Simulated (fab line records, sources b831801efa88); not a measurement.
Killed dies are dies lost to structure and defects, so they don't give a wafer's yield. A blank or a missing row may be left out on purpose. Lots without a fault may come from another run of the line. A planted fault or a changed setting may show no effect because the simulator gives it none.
Which tool did it? | flow gf180mcu | 6 lots, 18 wafers sampled, at 2 steps of a route of 602

WHAT THE GAUGES READ, wafer by wafer
GF_NWELL_TW_MEAS_11.
lot  | measured    | on            | NWELL_TW
L359 | day 3 19:31 | film_metro-02 | 1586 1571 1572
L362 | day 4 16:51 | film_metro-04 | 1561 1572 1566
L365 | day 5 04:56 | film_metro-04 | 1898 1901 1902 1897 1900 1911
L368 | day 5 20:12 | film_metro-02 | 1578 1586 1566
L376 | day 7 15:03 | film_metro-04 | 1574 1574 1571
L379 | day 8 07:48 | film_metro-02 | 1561 1564 1570

WHICH TOOL RAN EACH LOT (tool, then ch and the chambers of the sampled wafers, then the start)
lot  | GF_NWELL_IMPLANT_08
L359 | implanter-04 ch 0, day 3 19:07
L362 | implanter-01 ch 0, day 4 16:29
L365 | implanter-01 ch 0, day 5 04:14
L368 | implanter-01 ch 0, day 5 19:50
L376 | implanter-04 ch 0, day 7 14:41
L379 | implanter-04 ch 0, day 8 07:26
- GF_NWELL_IMPLANT_08

THE ANSWER, worked out from the rows above alone
Rule: what is usual is taken from the lots themselves. Put in order of their means at a reading, lots are off if they are a third of the lots or fewer, leave a main group of 4 or more, and stand apart from it by a gap of 3 or more times the standard deviation of the main group's means; of several such gaps the widest counts. A main group whose means are all the same, to the digits that the tables above print for the reading, isn't used. A lot without any number at a reading at which 4 lots or more have one is off too. The other lots that the step has rows for count as sound.
Off: L365, at GF_NWELL_TW_MEAS_11 (NWELL_TW). The main group: mean 1571, standard deviation 4.9.
A tool fits if, at a process step before that reading, it ran every lot that is off, and no sound lot after the first of them. The gauges at GF_NWELL_TW_MEAS_11 are tried like those tools. None of those tried fits.

WHAT THE SIMULATOR HAD PUT IN
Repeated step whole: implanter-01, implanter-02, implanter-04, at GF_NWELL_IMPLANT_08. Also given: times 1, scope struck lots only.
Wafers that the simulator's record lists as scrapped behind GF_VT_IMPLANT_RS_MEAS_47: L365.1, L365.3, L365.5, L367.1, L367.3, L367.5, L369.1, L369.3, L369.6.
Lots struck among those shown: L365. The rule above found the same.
